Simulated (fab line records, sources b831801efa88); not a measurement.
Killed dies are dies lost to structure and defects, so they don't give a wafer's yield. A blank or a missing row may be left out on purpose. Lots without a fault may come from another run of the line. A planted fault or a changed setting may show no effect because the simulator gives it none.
Problem report in the 8D (eight disciplines) form, filled by code | flow sky130 | the parts of the form that need people (team, actions taken, sign-off) are left out

1. THE PROBLEM
plate_sensor_t_edge_C at SKY_LI_CONTACT_SOFTBAKE_08 reads a mean of 99.71 C on 6 wafers of 2 lots; wafers without a fault read 100.95 C with a standard deviation of 0.0098. That is -99 or more standard deviations from the usual mean.
The step: time 92.34 s.
First seen on wafer L154.2, day 33 01:00, on litho_track-04. The record holds 42 wafers of 14 lots with a number at this step. Rule for "out", or "out of limits": more than 4 standard deviations from the usual mean. The other wafers with a number count as sound.

2. WHAT IT IS AND WHAT IT IS NOT
question                    | is                                                                   | is not
which readings at this step | plate_sensor_t_edge_C, heater_power_total_W, plate_sensor_t_centre_C | chill_plate_temp_C
which lots                  | L154, L155                                                           | L141, L142, L143, L146, L148, L149, L150, L152, L161, L162, L163, L164
which wafers of those lots  | all that have a number                                               | -
read on which tools         | litho_track-04                                                       | litho_track-01, litho_track-03
when                        | from day 33 01:00                                                    | up to then (24 sound wafers); but 12 sound wafers of L161, L162, L163, L164 came after

3. SUSPECTS, AND WHAT RULES EACH OUT
Counting: a tool at a process step up to the reading stays a suspect if it ran every lot that is out and no sound lot after the first of them.
- litho_track-04 at SKY_LI_CONTACT_SOFTBAKE_08 (time 92.34 s): ruled out as a lasting fault. Sound lots L164 ran on it after its first lot that is out, L154 (day 33 01:00).
Left after counting: nothing in the record.

4. THE CAUSE (what the simulator had put in)
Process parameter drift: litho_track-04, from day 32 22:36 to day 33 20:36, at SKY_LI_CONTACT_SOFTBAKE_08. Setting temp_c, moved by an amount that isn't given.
Counting ruled it out, wrongly.

5. THE CHAIN OF EFFECTS, in route order
Each row: a reading whose mean over the struck wafers that have a number lies more than 3 standard deviations from the usual. Only readings for which the record gives a usual standard deviation are gone through. hours: the time from each lot's start at the first step in this table that gives one to its start at this step, as a median over the lots. sigmas: the change in usual standard deviations.
hours | step                       | reading                 | usual    | on struck wafers | change | sigmas
0     | SKY_LI_CONTACT_SOFTBAKE_08 | heater_power_total_W    | 57.30 W  | 56.32            | -0.98  | -10
0     | SKY_LI_CONTACT_SOFTBAKE_08 | plate_sensor_t_centre_C | 100.88 C | 99.64            | -1.24  | -99 or more
0     | SKY_LI_CONTACT_SOFTBAKE_08 | plate_sensor_t_edge_C   | 100.95 C | 99.71            | -1.24  | -99 or more
The process steps in it:
- SKY_LI_CONTACT_SOFTBAKE_08: time 92.34 s.
Later measuring or inspecting steps at which every struck wafer that the step has a row for has a number for every such reading, and none has moved that far: SKY_LI_CONTACT_OVL_MEAS_13.

6. WHAT WOULD HAVE CAUGHT IT SOONER
In this record the first reading out of limits was taken at day 33 01:00, 2 hours after the fault began at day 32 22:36.
